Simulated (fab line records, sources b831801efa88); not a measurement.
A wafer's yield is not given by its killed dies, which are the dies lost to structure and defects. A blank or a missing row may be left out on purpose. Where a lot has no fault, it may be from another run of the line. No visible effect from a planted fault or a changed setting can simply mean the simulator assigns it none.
Which of the tools did it? | flow sky130 | Sampling: 13 lots, 38 wafers, 4 of 708 route steps

## WHAT THE GAUGES SHOWED, per wafer
SKY_PWDE_OVL_MEAS_07. Usual: PWDE_OVL -0.3 nm, standard deviation 1.5.
lot  | measured    | on         | PWDE_OVL (nm)  | flag
L448 | day 4 02:52 | overlay-02 | 3.6 2.3 3.4    |
L450 | day 4 12:50 | overlay-02 | -1.0 -1.3 0.4  |
L451 | day 4 21:04 | overlay-01 | 0.9 0.4 1.4    |
L453 | day 5 05:25 | overlay-01 | -1.5 0.5 -0.7  |
L454 | day 5 10:28 | overlay-01 | -0.5 -1.5 1.6  |
L455 | day 5 14:31 | overlay-02 | 0.8 0.5 1.4    |
L456 | day 5 22:13 | overlay-02 | -1.7 -1.1 -0.8 |
L457 | day 6 06:02 | overlay-02 | -1.7 -0.5 0.1  |
L458 | day 6 16:01 | overlay-01 | -1.6 -0.2 0.4  |
L460 | day 6 23:56 | overlay-01 | 1.1 -1.3       |
L461 | day 7 05:59 | overlay-02 | -0.4 -0.4 -1.7 |
L462 | day 7 10:52 | overlay-02 | -0.2 -1.3 -1.7 |
L470 | day 9 09:07 | overlay-02 | -0.2 -1.2 0.1  |

SKY_NWELL_TW_MEAS_26. Usual: NWELL_2_TW 497.4, standard deviation 2.6.
lot  | measured     | on            | NWELL_2_TW        | flag
L448 | day 5 14:41  | film-metro-02 | 497.4 497.3 493.9 |
L450 | day 6 00:17  | film-metro-02 | 496.3 495.5 495.5 |
L451 | day 6 08:52  | film-metro-03 | 497.7 499.3 498.8 |
L453 | day 6 19:19  | film-metro-02 | 498.5 496.3 496.7 |
L454 | day 7 01:34  | film-metro-01 | 502.5 499.9 499.9 |
L455 | day 7 03:53  | film-metro-02 | 495.0 494.2 493.4 |
L456 | day 7 12:58  | film-metro-03 | 496.9 496.3 496.7 |
L457 | day 7 21:18  | film-metro-03 | 495.2 494.6 497.9 |
L458 | day 8 08:31  | film-metro-02 | 504.5 503.8 502.7 |
L460 | day 8 17:14  | film-metro-01 | 498.9 499.4       |
L461 | day 8 23:22  | film-metro-01 | 501.5 499.8 499.3 |
L462 | day 9 04:20  | film-metro-02 | 499.8 496.5 497.1 |
L470 | day 11 08:05 | film-metro-03 | 493.8 495.3 495.5 |

## TOOL THAT RAN EACH LOT (tool first, then ch and the chambers of the sampled wafers, then the start)
lot  | SKY_FIELD_ISO_ETCH_17           | SKY_PWDE_STRIP_09
L448 | rie-si-02 ch 0,1, day 2 10:59   | plasma-asher-03 ch 0,1, day 4 03:02
L450 | rie-si-02 ch 0,1, day 2 21:51   | plasma-asher-02 ch 0,1, day 4 13:02
L451 | rie-si-02 ch 1,2,3, day 3 03:57 | plasma-asher-04 ch 0,1, day 4 21:14
L453 | rie-si-01 ch 0,1,2, day 3 11:53 | plasma-asher-03 ch 0,1, day 5 05:36
L454 | rie-si-02 ch 1,2,3, day 3 17:47 | plasma-asher-04 ch 0,1, day 5 10:40
L455 | rie-si-01 ch 2,3, day 3 22:06   | plasma-asher-04 ch 0,1, day 5 14:41
L456 | rie-si-01 ch 0,2,3, day 4 03:42 | plasma-asher-02 ch 0, day 5 22:23
L457 | rie-si-02 ch 2,3, day 4 10:05   | plasma-asher-02 ch 0,1, day 6 06:14
L458 | rie-si-01 ch 0,2, day 4 14:03   | plasma-asher-02 ch 0,1, day 6 16:14
L460 | rie-si-01 ch 0,3, day 5 00:14   | plasma-asher-02 ch 1, day 7 00:08
L461 | rie-si-01 ch 0,2, day 5 06:26   | plasma-asher-03 ch 0,1, day 7 06:10
L462 | rie-si-01 ch 0,1,2, day 5 09:44 | plasma-asher-03 ch 0,1, day 7 11:04
L470 | rie-si-02 ch 0,2,3, day 7 05:06 | plasma-asher-04 ch 0,1, day 9 09:17
- SKY_FIELD_ISO_ETCH_17: etches Si in HBr/Cl2/O2, target depth 342 nm, time 97.7 s.
- SKY_PWDE_STRIP_09: strips in O2/N2.

## AS READ BY THE TOOLS THEMSELVES (means over the sampled wafers that have a number; for cases with no such wafer, the mark the record gives instead)
SKY_FIELD_ISO_ETCH_17. Usual: drypump-motor-current-A 6.1 A, standard deviation 0.45; oes-product-au 0.998 a.u., standard deviation 0.011; throttle-valve-pct 25.658 %, standard deviation 0.012.
lot  | tool      | drypump-motor-current-A (A) | oes-product-au (a.u.) | throttle-valve-pct (%) | flag
L448 | rie-si-02 | 5.6                         | 0.996                 | 25.659                 |
L450 | rie-si-02 | 5.6                         | 0.989                 | 25.654                 |
L451 | rie-si-02 | 6.2                         | 0.997                 | 25.655                 |
L453 | rie-si-01 | 6.3                         | 0.994                 | 25.661                 |
L454 | rie-si-02 | 6.2                         | 0.996                 | 25.664                 |
L455 | rie-si-01 | 6.3                         | 1.000                 | 25.657                 |
L456 | rie-si-01 | 6.2                         | 1.006                 | 25.648                 |
L457 | rie-si-02 | 6.3                         | 1.006                 | 25.656                 |
L458 | rie-si-01 | 6.0                         | 0.989                 | 25.667                 |
L460 | rie-si-01 | 5.9                         | 0.941                 | 25.699                 | OFF
L461 | rie-si-01 | 6.0                         | 0.948                 | 25.695                 | OFF
L462 | rie-si-01 | 6.3                         | 0.961                 | 25.689                 | OFF
L470 | rie-si-02 | 6.1                         | 0.999                 | 25.657                 |

SKY_PWDE_STRIP_09. Usual: drypump-motor-current-A 5.7 A, standard deviation 0.43; oes-product-au 0.723 a.u., standard deviation 0.0045; strip-time-to-endpoint-s 36.94 s, standard deviation 0.11.
lot  | tool            | drypump-motor-current-A (A) | oes-product-au (a.u.) | strip-time-to-endpoint-s (s) | flag
L448 | plasma-asher-03 | 5.0                         | 0.722                 | 36.94                        |
L450 | plasma-asher-02 | 5.7                         | 0.725                 | 36.84                        |
L451 | plasma-asher-04 | 6.0                         | 0.728                 | 37.06                        |
L453 | plasma-asher-03 | 5.0                         | 0.720                 | 37.10                        |
L454 | plasma-asher-04 | 6.0                         | 0.719                 | 37.09                        |
L455 | plasma-asher-04 | 6.1                         | 0.724                 | 36.87                        |
L456 | plasma-asher-02 | 5.7                         | 0.719                 | 36.92                        |
L457 | plasma-asher-02 | 5.8                         | 0.723                 | 37.11                        |
L458 | plasma-asher-02 | 5.8                         | 0.723                 | 36.89                        |
L460 | plasma-asher-02 | 5.8                         | 0.724                 | 36.91                        |
L461 | plasma-asher-03 | 5.0                         | 0.727                 | 36.82                        |
L462 | plasma-asher-03 | 5.0                         | 0.720                 | 36.98                        |
L470 | plasma-asher-04 | 6.0                         | 0.724                 | 36.84                        |

## THE ANSWER, worked out from the rows above alone
Rule: lot off if the mean of its wafers having a number is beyond 3 standard deviations from the usual mean. A lot without any number at a reading at which 4 lots or more have one is off too. Any other lot the step has rows for is counted as sound. The gauges are gone through in route order, then the tools' own readings, and for those a lot's mean is taken as printed above. The first step at which some lot is off is used, and at that step the reading that is off furthest; a lot without a number counts as furthest.
Off at SKY_FIELD_ISO_ETCH_17 (oes-product-au): L460, L461, L462.
A tool fits if, at that step or a process step before it, it ran every lot that is off, and no sound lot after the first of them. One candidate fits, namely rie-si-01 at SKY_FIELD_ISO_ETCH_17. Its last sound lot is L458 (day 4 14:03), its first lot that is off L460 (day 5 00:14): a fault that began between those two fits.
The tool's own readings at SKY_FIELD_ISO_ETCH_17 bear it out: on the lots that are off they differ by more than 5 times the standard deviation of the sound lots' means. oes-product-au reads 0.950 a.u. there against 0.997 a.u. on the sound lots; throttle-valve-pct reads 25.694 % there against 25.658 % on the sound lots.

## WHAT THE SIMULATOR PUT IN
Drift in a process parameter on rie-si-01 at SKY_FIELD_ISO_ETCH_17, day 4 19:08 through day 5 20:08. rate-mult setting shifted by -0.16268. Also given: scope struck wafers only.
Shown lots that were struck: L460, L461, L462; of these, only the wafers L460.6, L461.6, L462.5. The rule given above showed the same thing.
